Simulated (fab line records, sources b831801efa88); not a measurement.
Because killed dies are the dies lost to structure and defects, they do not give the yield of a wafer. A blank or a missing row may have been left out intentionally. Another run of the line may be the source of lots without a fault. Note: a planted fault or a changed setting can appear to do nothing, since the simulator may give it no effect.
Problem report in the 8D (eight disciplines) form, filled by code || flow gf180mcu || the parts of the form that need people (team, actions taken, sign-off) are left out

## 1. THE PROBLEM
NSD_OVL at GF_NSD_OVL_MEAS_08 reads a mean of -84.3 nm on 6 wafers of 2 lots; wafers without a fault read -1.4 nm with a standard deviation of 1.2. That puts it -69 standard deviations away from the usual mean.
Earliest sighting: wafer L884.3 on overlay-01 at day 18 16:54. The record holds 36 wafers of 12 lots with a number at this step. Rule for "out" (also "out of limits"): further than 4 standard deviations from the usual mean. The other wafers with a number count as sound.

## 2. WHAT IT IS, AND WHAT IT ISN'T
{"question": "which readings at this step", "is": "NSD_OVL", "is not": "-"}
{"question": "which lots", "is": "L884, L885", "is not": "L869, L870, L871, L872, L873, L874, L875, L876, L888, L892"}
{"question": "which wafers of those lots", "is": "all that have a number", "is not": "-"}
{"question": "read on which gauges", "is": "overlay-01", "is not": "overlay-02"}
{"question": "when", "is": "from day 18 16:54", "is not": "up to then (24 sound wafers); but 6 sound wafers of L888, L892 came after"}

## 3. SUSPECTS, AND WHAT RULES EACH OUT
Counting: any tool at a process step up to the reading is kept as a suspect provided that every lot that is out went through it and no sound lot did after the first of them.
- the gauge at GF_NSD_OVL_MEAS_08: kept. All the wafers that are out were read on overlay-01, and no step on other tools shows them out.
- iline_stepper-01 at GF_NSD_EXPOSE_04 (exposes mask Nplus, target cd 400 nm): kept. It processed each lot that is out, first L884 at day 18 04:32, and no sound lot thereafter; up to then, the last sound lot it processed was L876 at day 15 17:35.
Remaining after the count are iline_stepper-01 at GF_NSD_EXPOSE_04 and overlay-01 at GF_NSD_OVL_MEAS_08.

## 4. THE CAUSE (what the simulator had put in)
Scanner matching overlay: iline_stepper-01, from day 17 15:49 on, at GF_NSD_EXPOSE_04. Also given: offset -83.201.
This tool is one of the 2 suspects left after counting.

## 5. THE CHAIN OF EFFECTS, in route order
Each row: a reading where the mean over the struck wafers with a number is more than 3 standard deviations away from the usual. Scope: only readings with a usual standard deviation given in the record; hours: median across lots of the time from each lot's start at the first step in this table that gives one to its start at this step; sigmas: change in usual standard deviations.
{"hours": 0, "step": "GF_NSD_OVL_MEAS_08", "reading": "NSD_OVL", "usual": "-1.4 nm", "on struck wafers": -84.3, "change": -82.9, "sigmas": -69}
Later steps that measure or inspect, where all struck wafers having a row at the step show a number for every such reading and not one has moved that far: GF_V3_RS_MEAS_24, GF_TOP_METAL_OVL_MEAS_15.

## 6. HOW IT WOULD HAVE BEEN CAUGHT EARLIER
25 hours passed between the start of the fault at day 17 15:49 and the first reading out of limits at a measuring or inspecting step in this record, taken at day 18 16:54.
Lots out: 2; all had begun GF_NSD_EXPOSE_04 on iline_stepper-01 by day 18 16:54. Tool hold at that time: it would have spared none of them.
